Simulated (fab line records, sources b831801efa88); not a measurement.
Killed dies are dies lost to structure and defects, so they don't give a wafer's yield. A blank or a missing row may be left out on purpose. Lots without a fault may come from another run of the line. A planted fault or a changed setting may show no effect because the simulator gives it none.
One fault seen from 2 desks | flow sfq_line | each desk has only its own numbers; what lay behind them comes last

THE METROLOGY DESK
What the gauges read, lot by lot, whatever tool the lot ran on: means of the sampled wafers that have a number. A lot is out of limits, marked OUT, if its mean lies more than 4 standard deviations from the usual mean; the brackets give that distance.
Columns: A = M2_NB_RS at SFQ_M2_RS_MEAS_914, usual 0.891 ohm/sq; B = M8_OVL at SFQ_M8_OVL_MEAS_948, usual -2 nm
lot  | first seen here | A               | B
L781 | day 26 13:38    | 0.904           | -4
L782 | day 26 18:34    | 0.876           | -4
L788 | day 34 14:58    | 1.568 (+68) OUT | 4
L789 | day 34 18:37    | 1.634 (+74) OUT | -12
L790 | day 35 01:50    | 0.887           | 2
L791 | day 35 12:34    | 0.882           | -11
L792 | day 36 01:58    | 0.896           | 4
L794 | day 36 16:21    | 0.872           | 1
L795 | day 36 19:58    | 0.905           | 1
L796 | day 37 22:29    | 0.907           | 9
L797 | day 38 10:23    | 0.896           | -7
L799 | day 39 03:22    | 0.877           | -5
L800 | day 39 17:45    | 0.905           | -6
L801 | day 40 02:35    | 0.891           | 2
This desk's finding: out of limits on L788, L789; first on L788, day 34 14:58 (M2_NB_RS at SFQ_M2_RS_MEAS_914). In limits: L781, L782, L790, L791, L792, L794, L795, L796, L797, L799, L800, L801.

THE TOOL OWNER'S DESK: pvd_sputter-06
The tool's own readings at SFQ_TRILAYER_M2_DEP_SPUTTER_055 (material Nb, target thk 200 nm, time 133.3 s): means of the sampled wafers that have a number, for each lot that ran on this tool. A lot is out of limits, marked OUT, if its mean lies more than 4 standard deviations from the usual mean; the brackets give that distance.
Columns: A = throttle_valve_pct at SFQ_TRILAYER_M2_DEP_SPUTTER_055, usual 29.7 %
lot  | first seen here | A
L782 | day 26 18:28    | 30.5
L788 | day 34 14:52    | 30.9
L789 | day 34 18:28    | 30.7
L799 | day 39 03:16    | 30.6
This desk's finding: nothing out of limits on any of the 4 lots.

PUT TOGETHER
The metrology desk could have raised an alarm at day 34 14:58, on L788, L789.
The tool owner's desk saw nothing out of limits.
The tool owner's desk has L788, L789 on record, within its limits.
Of the lots named, all ran SFQ_TRILAYER_M2_DEP_SPUTTER_055 on pvd_sputter-06.

WHAT THE SIMULATOR HAD PUT IN
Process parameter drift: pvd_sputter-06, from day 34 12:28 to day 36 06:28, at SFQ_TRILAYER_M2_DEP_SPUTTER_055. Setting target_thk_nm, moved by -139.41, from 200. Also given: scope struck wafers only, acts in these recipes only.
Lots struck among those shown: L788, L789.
Hours from the fault's start to each desk's first reading out of limits: the metrology desk, 2.
